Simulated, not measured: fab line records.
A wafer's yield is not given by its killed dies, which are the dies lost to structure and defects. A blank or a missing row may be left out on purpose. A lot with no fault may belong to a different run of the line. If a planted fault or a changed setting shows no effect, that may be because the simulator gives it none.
Which tool is to blame? | flow sky130 | route of 708 steps, sampled at 1 step: 13 lots, 39 wafers

## WHAT EACH GAUGE READ, for each wafer
SKY_FIELD_ISO_CD_MEAS_13: the cd target is 150 nm.
lot  | measured    | on        | cd-nm (nm)
L633 | day 2 10:52 | cd-sem-02 | 151.1 151.0 149.5
L634 | day 2 16:00 | cd-sem-02 | 150.1 149.4 149.1
L635 | day 2 20:07 | cd-sem-02 | 150.2 150.1 149.5
L636 | day 3 01:17 | cd-sem-02 | 151.3 150.9 150.6
L637 | day 3 06:35 | cd-sem-01 | 150.4 150.8 149.0
L639 | day 3 17:02 | cd-sem-02 | 148.6 149.7 149.8
L640 | day 3 23:46 | cd-sem-01 | 149.5 151.3 149.8
L641 | day 4 06:44 | cd-sem-02 | 152.7 152.4 150.8
L644 | day 4 21:03 | cd-sem-01 | 147.7 149.1 149.3
L645 | day 5 06:14 | cd-sem-01 | 152.3 150.4 152.2
L647 | day 5 11:30 | cd-sem-01 | 148.0 146.8 145.8
L652 | day 6 15:33 | cd-sem-02 | 147.1 147.6 147.6
L653 | day 6 21:47 | cd-sem-02 | 147.3 148.4 148.7

## TOOL THAT RAN EACH LOT (tool first, then ch and the chambers of the sampled wafers, then the start)
Before these readings, the record contains no process step.

## AS READ BY THE TOOLS THEMSELVES (means over the sampled wafers that have a number; for cases with no such wafer, the mark the record gives instead)
The record holds no such reading with a usual standard deviation.

## THE ANSWER, worked out from the rows above alone
Rule: usual is defined by the lots themselves. Put in order of their means at a reading, lots are off if they are a third of the lots or fewer, leave a main group of 4 or more, and stand apart from it by a gap of 3 or more times the standard deviation of the main group's means; of several such gaps the widest counts. If all means in a main group match to the digits the tables above print for the reading, that group is not used. A lot without any number at a reading at which 4 lots or more have one is off too. Any other lot the step has rows for is counted as sound. Order of review: gauges by route order, followed by the tools' own readings, for which a lot's mean as printed above is used. The first step at which some lot is off is used, and at that step the reading that is off furthest; a lot without a number counts as furthest.
Across all readings shown, no lot is off: no conclusion can be drawn from this.

## WHAT THE SIMULATOR HAD PUT IN
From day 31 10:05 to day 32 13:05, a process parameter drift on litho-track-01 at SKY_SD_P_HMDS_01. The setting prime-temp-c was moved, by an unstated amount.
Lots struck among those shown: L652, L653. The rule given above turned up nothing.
